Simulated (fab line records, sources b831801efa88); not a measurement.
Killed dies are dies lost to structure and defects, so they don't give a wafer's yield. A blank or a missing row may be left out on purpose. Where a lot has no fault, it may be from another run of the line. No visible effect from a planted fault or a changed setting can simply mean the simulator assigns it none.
What tool caused it? || flow sky130 || 30 wafers from 10 lots sampled at 5 of the route's 708 steps

## WHAT EACH GAUGE READ, for each wafer
SKY_CAPM_THK_MEAS_01.
{"lot": "L875", "measured": "day 37 16:50", "on": "filmMetro-04", "CAPM_CVD_00_THK (nm)": "15.70 15.71 15.62"}
{"lot": "L876", "measured": "day 37 21:25", "on": "filmMetro-03", "CAPM_CVD_00_THK (nm)": "15.43 15.67 15.67"}
{"lot": "L878", "measured": "day 38 23:26", "on": "filmMetro-01", "CAPM_CVD_00_THK (nm)": "15.53 15.42 15.82"}
{"lot": "L882", "measured": "day 40 03:40", "on": "filmMetro-04", "CAPM_CVD_00_THK (nm)": "15.31 15.34 15.54"}
{"lot": "L883", "measured": "day 40 06:04", "on": "filmMetro-01", "CAPM_CVD_00_THK (nm)": "15.33 15.35 15.57"}
{"lot": "L884", "measured": "day 40 08:16", "on": "filmMetro-01", "CAPM_CVD_00_THK (nm)": "15.32 15.68 15.79"}
{"lot": "L886", "measured": "day 41 01:08", "on": "filmMetro-04", "CAPM_CVD_00_THK (nm)": "15.32 15.52 15.29"}
{"lot": "L891", "measured": "day 42 00:18", "on": "filmMetro-04", "CAPM_CVD_00_THK (nm)": "13.74 13.86 13.87"}
{"lot": "L893", "measured": "day 42 14:16", "on": "filmMetro-01", "CAPM_CVD_00_THK (nm)": "15.95 15.80 16.33"}
{"lot": "L894", "measured": "day 42 17:33", "on": "filmMetro-01", "CAPM_CVD_00_THK (nm)": "13.89 14.00 14.31"}

## WHICH TOOL RAN EACH LOT (tool, then ch and the chambers of the sampled wafers, then the start)
{"lot": "L875", "SKY_METAL2_ETCH_18": "rieMetal-03 ch 0, day 36 11:01", "SKY_METAL2_STRIP_20": "plasmaAsher-02 ch 0,1, day 36 11:19", "SKY_METAL3_SPUTTER_00": "pvdSputter-01, day 37 16:40", "SKY_CAPM_CVD_00": "pecvd-03 ch 0,1,2, day 37 16:49"}
{"lot": "L876", "SKY_METAL2_ETCH_18": "rieMetal-04 ch 0,1, day 36 15:53", "SKY_METAL2_STRIP_20": "plasmaAsher-02 ch 0,1, day 36 16:02", "SKY_METAL3_SPUTTER_00": "pvdSputter-04, day 37 21:13", "SKY_CAPM_CVD_00": "pecvd-02 ch 0,1, day 37 21:23"}
{"lot": "L878", "SKY_METAL2_ETCH_18": "rieMetal-04 ch 0,1, day 37 18:00", "SKY_METAL2_STRIP_20": "plasmaAsher-03 ch 0,1, day 37 18:10", "SKY_METAL3_SPUTTER_00": "pvdSputter-01, day 38 23:16", "SKY_CAPM_CVD_00": "pecvd-04 ch 0,1,2, day 38 23:25"}
{"lot": "L882", "SKY_METAL2_ETCH_18": "rieMetal-03 ch 0,1, day 38 23:14", "SKY_METAL2_STRIP_20": "plasmaAsher-04 ch 0,1, day 38 23:23", "SKY_METAL3_SPUTTER_00": "pvdSputter-04, day 40 03:29", "SKY_CAPM_CVD_00": "pecvd-02 ch 0,1, day 40 03:38"}
{"lot": "L883", "SKY_METAL2_ETCH_18": "rieMetal-04 ch 0,1, day 39 00:50", "SKY_METAL2_STRIP_20": "plasmaAsher-02 ch 0,1, day 39 00:59", "SKY_METAL3_SPUTTER_00": "pvdSputter-04, day 40 05:52", "SKY_CAPM_CVD_00": "pecvd-02 ch 0,1, day 40 06:02"}
{"lot": "L884", "SKY_METAL2_ETCH_18": "rieMetal-02 ch 0,1, day 39 03:38", "SKY_METAL2_STRIP_20": "plasmaAsher-02 ch 0,1, day 39 03:47", "SKY_METAL3_SPUTTER_00": "pvdSputter-01, day 40 08:05", "SKY_CAPM_CVD_00": "pecvd-03 ch 0,1,2, day 40 08:15"}
{"lot": "L886", "SKY_METAL2_ETCH_18": "rieMetal-04 ch 0,1, day 39 21:15", "SKY_METAL2_STRIP_20": "plasmaAsher-02 ch 0,1, day 39 21:25", "SKY_METAL3_SPUTTER_00": "pvdSputter-01, day 41 00:55", "SKY_CAPM_CVD_00": "pecvd-02 ch 0,2, day 41 01:05"}
{"lot": "L891", "SKY_METAL2_ETCH_18": "rieMetal-02 ch 1, day 40 20:35", "SKY_METAL2_STRIP_20": "plasmaAsher-03 ch 1, day 40 20:44", "SKY_METAL3_SPUTTER_00": "pvdSputter-01, day 42 00:07", "SKY_CAPM_CVD_00": "pecvd-02 ch 1,2, day 42 00:17"}
{"lot": "L893", "SKY_METAL2_ETCH_18": "rieMetal-02 ch 0,1, day 41 10:14", "SKY_METAL2_STRIP_20": "plasmaAsher-03 ch 0,1, day 41 10:23", "SKY_METAL3_SPUTTER_00": "pvdSputter-02, day 42 14:05", "SKY_CAPM_CVD_00": "pecvd-03 ch 0,2, day 42 14:15"}
{"lot": "L894", "SKY_METAL2_ETCH_18": "rieMetal-04 ch 1, day 41 14:32", "SKY_METAL2_STRIP_20": "plasmaAsher-04 ch 0,1, day 41 14:41", "SKY_METAL3_SPUTTER_00": "pvdSputter-01, day 42 17:22", "SKY_CAPM_CVD_00": "pecvd-02 ch 0,2, day 42 17:31"}
- SKY_METAL2_ETCH_18: etches BARC in N2/H2, stops on SiO2, time 45.9 s, target depth 60 nm.
- SKY_METAL2_STRIP_20: strips in O2/N2.
- SKY_METAL3_SPUTTER_00: material Ti, target thk 15 nm, time 10 s.
- SKY_CAPM_CVD_00: deposits SiO2, target thk 15.5 nm.

## THE ANSWER, worked out from the rows above alone
Rule: what is usual is taken from the lots themselves. The widest of any qualifying gaps counts: lots, ordered by their means at a reading, are off when they make up no more than a third of the lots, leave a main group of 4 or more, and stand apart from it by 3 or more times the standard deviation of that group's means. Not used: any main group whose means are identical at the precision the tables above print for the reading. Also off: a lot with no number at a reading for which 4 or more lots have one. All remaining lots with rows at the step are treated as sound.
Off: at SKY_CAPM_THK_MEAS_01 (CAPM_CVD_00_THK), L891, L894. The main group has a mean of 15.58 nm with a standard deviation of 0.2.
A tool fits if, at a process step before that reading, it ran every lot that is off, and no sound lot after the first of them. The gauges at SKY_CAPM_THK_MEAS_01 are tried like those tools. Undecided on this evidence; 2 tools fit (pvdSputter-01 at SKY_METAL3_SPUTTER_00, pecvd-02 at SKY_CAPM_CVD_00).

## WHAT THE SIMULATOR HAD INSERTED
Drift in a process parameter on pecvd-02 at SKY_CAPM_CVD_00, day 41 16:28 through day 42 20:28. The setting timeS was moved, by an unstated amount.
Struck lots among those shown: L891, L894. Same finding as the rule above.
